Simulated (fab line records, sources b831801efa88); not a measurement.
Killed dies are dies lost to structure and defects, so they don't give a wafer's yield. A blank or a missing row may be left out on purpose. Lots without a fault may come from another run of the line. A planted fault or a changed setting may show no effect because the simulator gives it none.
Chamber matching | flow gf180mcu | GF_MIM_CVD_05 on pecvd-01: 3 sister chambers
The step deposits Si3N4, target thk 42 nm, time 29.086 s. 16 wafers are shown with their chamber, then 8 later ones without.

WAFERS WITH THEIR CHAMBER
wafer  | chamber | heater_power_w (W) | susceptor_temp_C (C) | rf_fwd_power_W (W)
L080.2 | 2       | 607                | 385.11               | 442.9
L080.4 | 0       | 594                | 384.81               | 443.5
L080.6 | 2       | 569                | 385.33               | 442.5
L082.1 | 2       | 542                | 384.90               | 443.6
L082.2 | 1       | 675                | 385.34               | 446.0
L082.4 | 2       | 546                | 385.09               | 443.9
L084.1 | 1       | 692                | 385.20               | 440.8
L084.4 | 1       | 676                | 385.09               | 441.8
L084.6 | 2       | 514                | 384.64               | 442.6
L090.2 | 1       | 671                | 384.86               | 442.7
L090.5 | 0       | 504                | 384.81               | 444.1
L090.6 | 2       | 569                | 385.18               | 444.1
L092.2 | 2       | 575                | 384.72               | 445.0
L092.5 | 0       | 590                | 384.52               | 445.6
L092.6 | 1       | 708                | 384.90               | 442.8
L093.1 | 2       | 591                | 384.90               | 441.9

SIGNATURES (means of the wafers above)
reading          | chamber 0 | chamber 1 | chamber 2 | scatter within a chamber
heater_power_w   | 562.67    | 684.40    | 564.12    | 30.6
susceptor_temp_C | 384.7133  | 385.0780  | 384.9837  | 0.216
rf_fwd_power_W   | 444.400   | 442.820   | 443.312   | 1.38
Rule: a wafer's distance from a chamber is the root of the sum, over the readings, of the square of ((its reading less the chamber's mean) divided by the reading's scatter). The wafer belongs to the nearest chamber; if the next one is less than 2 further off, it can't be placed. The scatter: the root of (the sum of the squares of (reading less its chamber's mean) over the shown wafers, divided by (wafers less chambers)).

WAFERS WITHOUT THEIR CHAMBER
wafer  | heater_power_w (W) | susceptor_temp_C (C) | rf_fwd_power_W (W)
L093.4 | 643                | 384.88               | 442.7
L093.5 | 588                | 384.90               | 441.8
L096.2 | 678                | 384.99               | 441.6
L096.3 | 547                | 385.04               | 440.9
L096.5 | 672                | 384.56               | 442.0
L097.1 | 616                | 384.74               | 443.2
L097.3 | 583                | 384.87               | 443.4
L097.6 | 514                | 385.47               | 441.7

WHICH CHAMBER EACH WENT THROUGH
wafer  | from the rows above          | in truth
L093.4 | can't be placed: 1 or 2 or 0 | 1
L093.5 | can't be placed: 2 or 0 or 1 | 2
L096.2 | 1                            | 1
L096.3 | can't be placed: 2 or 0      | 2
L096.5 | can't be placed: 1 or 0 or 2 | 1
L097.1 | can't be placed: 0 or 2 or 1 | 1
L097.3 | can't be placed: 2 or 0      | 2
L097.6 | can't be placed: 2 or 0      | 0
Placed correctly: 1 of 8. Can't be placed from these rows: 7 (the true chamber is among the candidates in 7). Placed wrongly: 0.
